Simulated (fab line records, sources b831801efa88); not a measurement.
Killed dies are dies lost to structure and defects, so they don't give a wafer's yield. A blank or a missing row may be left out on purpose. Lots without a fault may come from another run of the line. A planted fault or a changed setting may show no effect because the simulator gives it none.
Which tool did it? | flow sky130 | 13 lots, 39 wafers sampled, at 5 steps of a route of 708

WHAT THE GAUGES READ, wafer by wafer
The record holds no reading of a measuring or inspecting step that can be judged against a usual standard deviation.

WHICH TOOL RAN EACH LOT (tool, then ch and the chambers of the sampled wafers, then the start)
lot  | SKY_FIELD_ISO_WET_ETCH_29      | SKY_VIA4_ETCH_12                   | SKY_VIA4_CVD_18               | SKY_METAL5_STRIP_16                  | SKY_PAD_OPEN_PROBE_99
L459 | wet_bench-02 ch 1, day 2 11:17 | rie_diel-04 ch 0,1,3, day 43 01:02 | cvd_w-01 ch 0,1, day 43 01:49 | plasma_asher-02 ch 0,1, day 44 00:59 | -
L461 | wet_bench-02 ch 1, day 2 21:52 | rie_diel-03 ch 1,2, day 43 07:40   | cvd_w-01 ch 0,1, day 43 08:32 | plasma_asher-04 ch 0,1, day 44 08:04 | -
L462 | wet_bench-02 ch 1, day 3 02:35 | rie_diel-01 ch 0,1,3, day 43 13:04 | cvd_w-01 ch 0,1, day 43 13:50 | plasma_asher-04 ch 0,1, day 44 12:08 | -
L463 | wet_bench-01 ch 1, day 3 07:42 | rie_diel-01 ch 0,2,3, day 43 19:52 | cvd_w-02 ch 0,1, day 43 20:36 | plasma_asher-02 ch 0,1, day 44 19:53 | -
L464 | wet_bench-02 ch 3, day 3 14:23 | rie_diel-04 ch 0,1,3, day 44 00:25 | cvd_w-02 ch 0,1, day 44 01:11 | plasma_asher-02 ch 0,1, day 45 00:47 | -
L465 | wet_bench-03 ch 0, day 3 16:49 | rie_diel-03 ch 1,2, day 44 05:25   | cvd_w-01 ch 0,1, day 44 06:12 | plasma_asher-04 ch 0,1, day 45 05:07 | -
L466 | wet_bench-01 ch 3, day 3 23:40 | rie_diel-03 ch 0,3, day 44 07:50   | cvd_w-01 ch 0,1, day 44 08:34 | plasma_asher-02 ch 0,1, day 45 07:34 | -
L467 | wet_bench-03 ch 2, day 4 06:56 | rie_diel-01 ch 0,1, day 44 22:14   | cvd_w-02 ch 0,1, day 44 22:58 | plasma_asher-03 ch 0,1, day 45 21:23 | -
L471 | wet_bench-03 ch 1, day 5 00:46 | rie_diel-03 ch 0,3, day 46 01:04   | cvd_w-01 ch 0,1, day 46 01:47 | plasma_asher-03 ch 0, day 46 23:31   | prober-02, day 48 17:43
L474 | wet_bench-03 ch 1, day 5 18:49 | rie_diel-03 ch 2,3, day 46 20:07   | cvd_w-02 ch 0,1, day 46 20:50 | plasma_asher-02 ch 1, day 47 17:28   | prober-02, day 49 08:30
L477 | wet_bench-02 ch 0, day 6 14:01 | rie_diel-01 ch 0,1,3, day 47 18:02 | cvd_w-01 ch 0,1, day 47 18:46 | plasma_asher-04 ch 0,1, day 48 14:28 | -
L478 | wet_bench-02 ch 0, day 6 14:01 | rie_diel-01 ch 0,1,2, day 47 15:29 | cvd_w-01 ch 0,1, day 47 16:13 | plasma_asher-02 ch 0,1, day 48 12:26 | -
L479 | wet_bench-01 ch 0, day 6 17:01 | rie_diel-04 ch 2,3, day 47 21:44   | cvd_w-01 ch 0,1, day 47 22:28 | plasma_asher-04 ch 0,1, day 48 17:58 | -
- SKY_FIELD_ISO_WET_ETCH_29: etches Si3N4 in H3PO4, target depth 160 nm, time 1825 s.
- SKY_VIA4_ETCH_12: etches SiO2 in C4F8/O2/Ar, stops on TiN, target depth 580 nm.
- SKY_VIA4_CVD_18: deposits W, target thk 505 nm, time 152.14 s.
- SKY_METAL5_STRIP_16: strips in O2/N2.
- SKY_PAD_OPEN_PROBE_99

WHAT THE TOOLS THEMSELVES READ (means of the sampled wafers that have a number; where no wafer has one, the mark that the record gives instead)
SKY_FIELD_ISO_WET_ETCH_29. Usual: temp_c 159.97 C, standard deviation 0.16.
lot  | tool         | temp_c (C) | flag
L459 | wet_bench-02 | 159.96     |
L461 | wet_bench-02 | 160.13     |
L462 | wet_bench-02 | 159.93     |
L463 | wet_bench-01 | 159.86     |
L464 | wet_bench-02 | 159.88     |
L465 | wet_bench-03 | 160.08     |
L466 | wet_bench-01 | 159.75     |
L467 | wet_bench-03 | 159.85     |
L471 | wet_bench-03 | 159.84     |
L474 | wet_bench-03 | 160.07     |
L477 | wet_bench-02 | 159.93     |
L478 | wet_bench-02 | 160.07     |
L479 | wet_bench-01 | 159.96     |

SKY_VIA4_ETCH_12. Usual: oes_product_au 0.939 a.u., standard deviation 0.0046.
lot  | tool        | oes_product_au (a.u.) | flag
L459 | rie_diel-04 | 0.939                 |
L461 | rie_diel-03 | 0.936                 |
L462 | rie_diel-01 | 0.938                 |
L463 | rie_diel-01 | 0.937                 |
L464 | rie_diel-04 | 0.939                 |
L465 | rie_diel-03 | 0.937                 |
L466 | rie_diel-03 | 0.939                 |
L467 | rie_diel-01 | 0.945                 |
L471 | rie_diel-03 | 0.933                 |
L474 | rie_diel-03 | 0.942                 |
L477 | rie_diel-01 | 0.941                 |
L478 | rie_diel-01 | 0.939                 |
L479 | rie_diel-04 | 0.942                 |

SKY_VIA4_CVD_18. Usual: heater_power_outer_w 532 W, standard deviation 11; heater_power_w 859 W, standard deviation 17.
lot  | tool     | heater_power_outer_w (W) | heater_power_w (W) | flag
L459 | cvd_w-01 | 532                      | 862                |
L461 | cvd_w-01 | 526                      | 867                |
L462 | cvd_w-01 | 529                      | 843                |
L463 | cvd_w-02 | 538                      | 873                |
L464 | cvd_w-02 | 528                      | 878                |
L465 | cvd_w-01 | 533                      | 849                |
L466 | cvd_w-01 | 531                      | 845                |
L467 | cvd_w-02 | 529                      | 882                |
L471 | cvd_w-01 | 534                      | 856                |
L474 | cvd_w-02 | 539                      | 879                |
L477 | cvd_w-01 | 523                      | 854                |
L478 | cvd_w-01 | 540                      | 868                |
L479 | cvd_w-01 | 540                      | 859                |

SKY_METAL5_STRIP_16. Usual: drypump_motor_current_A 5.8 A, standard deviation 0.52; o2_flow_sccm 3000 sccm, standard deviation 9.9; oes_product_au 0.711 a.u., standard deviation 0.0047; strip_time_to_endpoint_s 13.07 s, standard deviation 0.095.
lot  | tool            | drypump_motor_current_A (A) | o2_flow_sccm (sccm) | oes_product_au (a.u.) | strip_time_to_endpoint_s (s) | flag
L459 | plasma_asher-02 | 6.1                         | 2992                | 0.713                 | 13.17                        |
L461 | plasma_asher-04 | 5.8                         | 2998                | 0.713                 | 13.15                        |
L462 | plasma_asher-04 | 5.8                         | 2996                | 0.711                 | 13.13                        |
L463 | plasma_asher-02 | 5.8                         | 3012                | 0.710                 | 13.06                        |
L464 | plasma_asher-02 | 6.1                         | 2998                | 0.710                 | 13.18                        |
L465 | plasma_asher-04 | 5.5                         | 2996                | 0.707                 | 13.13                        |
L466 | plasma_asher-02 | 5.7                         | 3001                | 0.715                 | 13.08                        |
L467 | plasma_asher-03 | 6.2                         | 3000                | 0.713                 | 13.01                        |
L471 | plasma_asher-03 | 5.5                         | 2996                | 0.710                 | 13.06                        |
L474 | plasma_asher-02 | 6.4                         | 2991                | 0.709                 | 12.96                        |
L477 | plasma_asher-04 | 5.5                         | 3005                | 0.712                 | 13.13                        |
L478 | plasma_asher-02 | 5.7                         | 3017                | 0.713                 | 13.01                        |
L479 | plasma_asher-04 | 5.8                         | 3010                | 0.706                 | 13.14                        |

SKY_PAD_OPEN_PROBE_99. Usual: killed_at_M0_to_M3 43, standard deviation 5.9; killed_at_M4_up 3.3, standard deviation 1.9; killed_at_contacts 24, standard deviation 5.6; killed_at_front_end 15, standard deviation 4.1; killed_at_other 0.4, standard deviation 0.66; killed_dies 86, standard deviation 9; killed_open 47, standard deviation 6.9; killed_short 39, standard deviation 6.2.
lot  | tool      | killed_at_M0_to_M3 | killed_at_M4_up | killed_at_contacts | killed_at_front_end | killed_at_other | killed_dies | killed_open | killed_short | flag
L471 | prober-02 | 32                 | 1.7             | 26                 | 67                  | 1.0             | 127         | 35          | 36           | OFF
L474 | prober-02 | 36                 | 3.3             | 24                 | 69                  | 0.7             | 133         | 45          | 29           | OFF

THE ANSWER, worked out from the rows above alone
Rule: a lot is off if the mean of its wafers that have a number lies more than 3 standard deviations from the usual mean. A lot without any number at a reading at which 4 lots or more have one is off too. The other lots that the step has rows for count as sound. The gauges are gone through in route order, then the tools' own readings, and for those a lot's mean is taken as printed above. The first step at which some lot is off is used, and at that step the reading that is off furthest; a lot without a number counts as furthest.
Off: L471, L474, at SKY_PAD_OPEN_PROBE_99 (killed_at_front_end). Neither off nor sound, because the step has no rows for them: L459, L461, L462, L463, L464, L465, L466, L467, L477, L478, L479.
A tool fits if, at that step or a process step before it, it ran every lot that is off, and no sound lot after the first of them. Can't be told from this: 3 tools fit, wet_bench-03 at SKY_FIELD_ISO_WET_ETCH_29, rie_diel-03 at SKY_VIA4_ETCH_12, prober-02 at SKY_PAD_OPEN_PROBE_99.

WHAT THE SIMULATOR HAD PUT IN
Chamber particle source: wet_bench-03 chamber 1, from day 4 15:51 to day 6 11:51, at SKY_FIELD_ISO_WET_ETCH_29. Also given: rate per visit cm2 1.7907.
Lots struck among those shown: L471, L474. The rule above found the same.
